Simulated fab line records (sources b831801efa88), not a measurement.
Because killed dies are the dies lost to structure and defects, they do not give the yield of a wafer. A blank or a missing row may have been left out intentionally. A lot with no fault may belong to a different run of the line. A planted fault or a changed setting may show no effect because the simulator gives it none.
A lot that was struck, set against a sound lot    flow sfq line    21 out of 325 route steps
Sound: these wafers, L974.1, L974.3, L974.4. Struck: wafers L968.1, L968.2, L968.4. Last of all comes the cause.
For every step that has rows: the tool of each side, followed by ch and its chambers, followed by its first start. Under that, the readings that differ: sound wafers    struck wafers    difference of the means    sigmas: that difference in standard deviations of wafers without a fault.
alike: a reading whose means differ by less than 2 such deviations, as well as words and numbers matching on both sides. not compared: withheld readings; readings where some wafer has no value; bounds like >300 that might hide an equal value; numbers whose values overlap and for which the record gives no deviation.
The two part at a step that has a row with sigmas, a row that says differs or no value, or rows on one side only. Non-overlapping numbers with no deviation appear without sigmas and do not part them. A reading that every wafer of one side lacks parts them only if that side has two wafers or more.

first, 5 steps without rows for these wafers: SFQ_TRILAYER_JJ_CE_LITHO_COAT_114 (resist thk 600 nm); SFQ_TRILAYER_JJ_CE_LITHO_SOFTBAKE_118; SFQ_TRILAYER_JJ_CE_LITHO_EXPOSE_115 (exposes mask J5, target cd 700 nm); SFQ_TRILAYER_JJ_CE_LITHO_PEB_117 (peb time 60 s); SFQ_TRILAYER_JJ_CE_LITHO_DEVELOP_116 (time 60 s).
SFQ_JJ_OVL_MEAS_931:
  struck on overlay-02, day 57 11:20; sound on overlay-02, day 59 11:20
  alike: J5_OVL
SFQ_TRILAYER_JJ_CE_METRO_MEASURE_117:
  struck on cd sem-01, day 57 11:22; sound on cd sem-01, day 59 11:22
  alike: cd nm
SFQ_TRILAYER_JJ_CE_BARC_OPEN_RIE_150: chemistry O2, target BARC, target depth 240 nm, time 80 s.
  sound on rie metal-01 ch 0,1, day 59 12:34; struck on rie metal-03 ch 0,1, day 57 12:34
  alike: drypump motor current A, he backside leak sccm, oes product au
  not compared: rf hours counter h
SFQ_TRILAYER_JJ_CE_ETCH_RIE_118: chemistry SF6, target Nb, stops on Al2O3, time 97.7 s, target depth 170 nm.
  sound on rie metal-01 ch 0,1, day 59 12:40; struck on rie metal-03 ch 0,1, day 57 12:40
  alike: drypump motor current A, he backside leak sccm, oes product au
  not compared: rf hours counter h
after that, 1 step had no rows for these wafers: SFQ_TRILAYER_JJ_ANODIZE_ANODIZE_119.
SFQ_TRILAYER_JJ_CE_STRIP_STRIP_120: strips in O2.
  sound on rie metal-02 ch 0,1, day 59 13:16; struck on rie metal-01 ch 0,1, day 57 13:16
  alike: drypump motor current A, he backside leak sccm, oes product au
  not compared: rf hours counter h
then, 1 step without rows for these wafers: SFQ_TRILAYER_JJ_CE_STRIP_SOLV_CLEAN_121 (cleans in NMP, time 600 s).
SFQ_TRILAYER_M5_LITHO_COAT_128: resist thk 62 nm.
  sound on litho track-03 ch 0, day 59 14:03; struck on litho track-04 ch 0, day 57 14:03
reading                                               sound              struck            difference  sigmas
model.BARC_of_TRILAYER_M5_LITHO_COAT_128.thk nm (nm)  62.05 62.18 61.97  65.52 65.36 65.2  +3.29       
  alike: spin speed rpm
then, 5 steps without rows for these wafers: SFQ_TRILAYER_M5_LITHO_COAT_123 (resist thk 600 nm); SFQ_TRILAYER_M5_LITHO_SOFTBAKE_127; SFQ_TRILAYER_M5_LITHO_EXPOSE_124 (exposes mask M5, target cd 700 nm); SFQ_TRILAYER_M5_LITHO_PEB_126 (peb time 60 s); SFQ_TRILAYER_M5_LITHO_DEVELOP_125 (time 60 s).
SFQ_M5_OVL_MEAS_932:
  struck on overlay-01, day 57 17:23; sound on overlay-02, day 59 17:22
reading      sound    struck       difference  sigmas
M5_OVL (nm)  -1 -1 1  -17 -10 -11  -12         -2
SFQ_TRILAYER_M5_BARC_OPEN_METAL_ETCH_161: etches BARC in O2, target depth 125 nm, time 41.7 s.
  sound on rie metal-03 ch 0,1, day 59 17:24; struck on rie metal-02 ch 0,1, day 57 17:34
reading                   sound              struck             difference  sigmas
oes product au (a.u.)     0.689 0.689 0.687  0.702 0.704 0.705  +0.015      +4
model.etch.depth nm (nm)  62.05 62.18 61.97  65.52 65.36 65.2   +3.29       
  alike: drypump motor current A, he backside leak sccm
  not compared: rf hours counter h
SFQ_TRILAYER_M5_ETCH_METAL_ETCH_126: etches Nb in Cl2/BCl3, stops on SiO2, time 203.2 s, target depth 265 nm.
  sound on rie metal-03 ch 0,1, day 59 17:28; struck on rie metal-02 ch 0,1, day 57 17:38
  alike: drypump motor current A, he backside leak sccm, oes product au
  not compared: rf hours counter h

== WHERE THEY PART ==
First at SFQ_M5_OVL_MEAS_932; last, within this record, at SFQ_TRILAYER_M5_BARC_OPEN_METAL_ETCH_161. Later steps at which nothing parts them and some readings are alike: SFQ_TRILAYER_M5_ETCH_METAL_ETCH_126.

WHY: the cause the simulator had injected
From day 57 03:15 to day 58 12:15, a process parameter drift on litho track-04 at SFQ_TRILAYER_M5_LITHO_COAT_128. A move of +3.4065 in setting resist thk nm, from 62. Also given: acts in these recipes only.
